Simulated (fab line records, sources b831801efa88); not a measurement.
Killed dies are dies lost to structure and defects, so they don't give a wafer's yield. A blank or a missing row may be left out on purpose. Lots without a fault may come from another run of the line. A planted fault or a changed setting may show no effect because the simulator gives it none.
A struck lot beside a sound one | flow sky130 | 16 steps out of a route of 708
Sound: wafers L863.1, L863.2, L863.3. Struck: wafers L873.1, L873.2. The cause comes at the end.
At each step with rows: each side's tool, then ch and its chambers, then its first start. Under that, the readings that differ: sound wafers | struck wafers | difference of the means | sigmas: that difference in standard deviations of wafers without a fault.
alike: readings whose means differ by less than 2 such deviations, and words and numbers that are the same on both sides. not compared: withheld readings, readings that some wafer has no value for, bounds like >300 that may hide the same value, and numbers for which the record gives no deviation and whose values overlap.
The two part at a step that has a row with sigmas, a row that says differs or no value, or rows on one side only. Numbers that don't overlap but have no deviation are shown without sigmas and don't part them. A reading that every wafer of one side lacks parts them only if that side has two wafers or more.

SKY_SD_N_OVL_MEAS_08:
  sound on overlay-01, day 28 12:50; struck on overlay-02, day 32 07:15
  alike: SD_N_OVL
then, 2 steps without rows for these wafers: SKY_SD_N_IMPLANT_09; SKY_SD_N_IMPLANT_10.
SKY_SD_N_STRIP_11: strips in O2/N2.
  sound on plasma_asher-03 ch 0,1, day 28 13:10; struck on plasma_asher-02 ch 0,1, day 32 07:35
  alike: drypump_motor_current_A, oes_product_au, strip_time_to_endpoint_s
  not compared: rf_hours_counter_h
SKY_SD_N_TW_MEAS_12:
  sound on film_metro-04, day 28 13:16; struck on film_metro-01, day 32 07:41
  alike: SD_N_TW
then, 1 step without rows for these wafers: SKY_SD_N_CLEAN_13 (cleans in SC1/SC2, time 150 s).
SKY_SD_N_RTA_14: time 2 s.
  sound on rtp_anneal-01 ch 0, day 28 13:22; struck on rtp_anneal-01 ch 0, day 32 07:51
  reading          | sound                | struck        | difference | sigmas
  wafer_temp_C_max | 1076.3 1075.6 1076.5 | 1081.4 1077.3 | +3.2       | +2
  alike: lamp_power_pct
SKY_SD_N_RS_MEAS_16: measures by four-point-probe.
  sound on film_metro-01, day 28 13:33; struck on film_metro-02, day 32 08:01
  alike: SD_N_RS
SKY_SD_N_RS_MEAS_17: measures by four-point-probe.
  sound on film_metro-01, day 28 13:40; struck on film_metro-02, day 32 08:08
  alike: SD_P_RS
SKY_SD_N_RS_MEAS_18: measures by four-point-probe.
  sound on film_metro-01, day 28 13:47; struck on film_metro-02, day 32 08:16
  alike: RES_XHIGH_RS
then, 1 step without rows for these wafers: SKY_SALICIDE_CLEAN_00 (cleans in HF-last, time 30 s).
SKY_LI_CONTACT_HDPCVD_00: deposits PSG, target thk 930 nm, time 155 s.
  sound on hdpcvd-02 ch 0,1,2, day 28 13:55; struck on hdpcvd-02 ch 0,1, day 32 08:24
  reading                                       | sound             | struck    | difference | sigmas
  model.PSG_of_LI_CONTACT_HDPCVD_00.thk_nm (nm) | 924.4 933.3 920.1 | 1687 1700 | +768       |
SKY_LI_CONTACT_THK_MEAS_01:
  sound on film_metro-02, day 28 14:02; struck on film_metro-01, day 32 08:30
  reading                    | sound       | struck    | difference | sigmas
  LI_CONTACT_HDPCVD_THK (nm) | 924 932 920 | 1685 1698 | +766       | +92
SKY_LI_CONTACT_CMP_02: polishes PSG.
  sound on cmp-02 ch 0,1,2, day 28 14:08; struck on cmp-01 ch 1,3, day 32 08:34
  reading                | sound          | struck     | difference | sigmas
  time_to_endpoint_s (s) | 30.8 32.0 30.2 | 98.9 105.0 | +71.0      | +42
  alike: motor_current_A
SKY_LI_CONTACT_BOW_MEAS_03:
  sound on film_metro-01, day 28 14:23; struck on film_metro-04, day 32 08:52
  alike: LI_CONTACT_BOW
SKY_PAD_OPEN_PROBE_99:
  the record has rows for the sound wafers here (prober-01, day 46 07:56) and none for the struck ones

WHERE THEY PART
First at SKY_SD_N_RTA_14; last, within this record, at SKY_PAD_OPEN_PROBE_99.

WHY: what the simulator had put in
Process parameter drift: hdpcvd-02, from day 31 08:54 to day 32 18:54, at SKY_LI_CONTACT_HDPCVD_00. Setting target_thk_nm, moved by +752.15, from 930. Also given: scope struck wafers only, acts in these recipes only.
